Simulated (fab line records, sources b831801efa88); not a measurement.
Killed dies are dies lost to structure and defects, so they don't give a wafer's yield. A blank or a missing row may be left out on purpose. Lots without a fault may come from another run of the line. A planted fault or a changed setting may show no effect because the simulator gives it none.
Which tool did it? | flow gf180mcu | 13 lots, 39 wafers sampled, at 2 steps of a route of 602

WHAT THE GAUGES READ, wafer by wafer
GF_HV_LDD_OVL_MEAS_20.
lot  | measured     | on         | HV_LDD_01_OVL (nm)
L888 | day 10 20:07 | overlay-02 | 2.3 0.0 -0.4
L889 | day 11 04:01 | overlay-01 | 0.9 -0.1 2.2
L891 | day 11 21:14 | overlay-02 | -2.4 -2.8 -2.6
L893 | day 12 10:13 | overlay-01 | 1.4 0.9 1.2
L894 | day 12 17:49 | overlay-01 | 2.1 0.4 1.1
L896 | day 13 07:13 | overlay-02 | 1.2 0.8 -1.5
L897 | day 13 13:23 | overlay-02 | -0.2 -0.9 0.2
L898 | day 13 22:55 | overlay-01 | 2.8 1.5 1.9
L900 | day 14 14:20 | overlay-01 | -0.7 -0.6 0.7
L905 | day 16 02:31 | overlay-02 | 40.9 39.5 41.7 40.0 39.2 40.1
L906 | day 16 12:25 | overlay-01 | 42.4 42.7 43.2 41.7 41.8 42.5
L909 | day 17 14:56 | overlay-02 | 2.7 -0.6 2.1
L911 | day 18 03:33 | overlay-02 | 1.2 1.4 -0.3

WHICH TOOL RAN EACH LOT (tool, then ch and the chambers of the sampled wafers, then the start)
lot  | GF_HV_LDD_EXPOSE_16
L888 | iline_stepper-01 ch 0, day 10 10:59
L889 | iline_stepper-01 ch 0, day 10 18:49
L891 | iline_stepper-01 ch 0, day 11 12:04
L893 | iline_stepper-02 ch 0, day 12 00:16
L894 | iline_stepper-02 ch 0, day 12 08:24
L896 | iline_stepper-02 ch 0, day 12 21:04
L897 | iline_stepper-02 ch 0, day 13 03:01
L898 | iline_stepper-01 ch 0, day 13 13:05
L900 | iline_stepper-02 ch 0, day 14 04:11
L905 | iline_stepper-01 ch 0, day 15 16:44
L906 | iline_stepper-01 ch 0, day 16 01:28
L909 | iline_stepper-02 ch 0, day 17 03:01
L911 | iline_stepper-02 ch 0, day 17 15:53
- GF_HV_LDD_EXPOSE_16: exposes mask Pplus LV AREA, target cd 400 nm.

WHAT THE TOOLS THEMSELVES READ (means of the sampled wafers that have a number; where no wafer has one, the mark that the record gives instead)
GF_HV_LDD_EXPOSE_16.
lot  | tool             | reticle_temp_C (C)
L888 | iline_stepper-01 | 23.01
L889 | iline_stepper-01 | 22.96
L891 | iline_stepper-01 | 23.17
L893 | iline_stepper-02 | 23.11
L894 | iline_stepper-02 | 22.98
L896 | iline_stepper-02 | 23.08
L897 | iline_stepper-02 | 22.95
L898 | iline_stepper-01 | 22.99
L900 | iline_stepper-02 | 22.97
L905 | iline_stepper-01 | 22.98
L906 | iline_stepper-01 | 22.95
L909 | iline_stepper-02 | 22.95
L911 | iline_stepper-02 | 23.04

THE ANSWER, worked out from the rows above alone
Rule: what is usual is taken from the lots themselves. Put in order of their means at a reading, lots are off if they are a third of the lots or fewer, leave a main group of 4 or more, and stand apart from it by a gap of 3 or more times the standard deviation of the main group's means; of several such gaps the widest counts. A main group whose means are all the same, to the digits that the tables above print for the reading, isn't used. A lot without any number at a reading at which 4 lots or more have one is off too. The other lots that the step has rows for count as sound. The gauges are gone through in route order, then the tools' own readings, and for those a lot's mean is taken as printed above. The first step at which some lot is off is used, and at that step the reading that is off furthest; a lot without a number counts as furthest.
Off: L905, L906, at GF_HV_LDD_OVL_MEAS_20 (HV_LDD_01_OVL). The main group: mean 0.5 nm, standard deviation 1.2.
A tool fits if, at a process step before that reading, it ran every lot that is off, and no sound lot after the first of them. The gauges at GF_HV_LDD_OVL_MEAS_20 are tried like those tools. One fits: iline_stepper-01 at GF_HV_LDD_EXPOSE_16. Its last sound lot is L898 (day 13 13:05), its first lot that is off L905 (day 15 16:44): a fault that began between those two fits.

WHAT THE SIMULATOR HAD PUT IN
Scanner matching overlay: iline_stepper-01, from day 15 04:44 on, at GF_HV_LDD_EXPOSE_16. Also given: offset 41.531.
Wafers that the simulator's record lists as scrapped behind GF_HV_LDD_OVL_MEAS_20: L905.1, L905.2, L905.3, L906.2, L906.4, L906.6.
Lots struck among those shown: L905, L906. The rule above found the same.
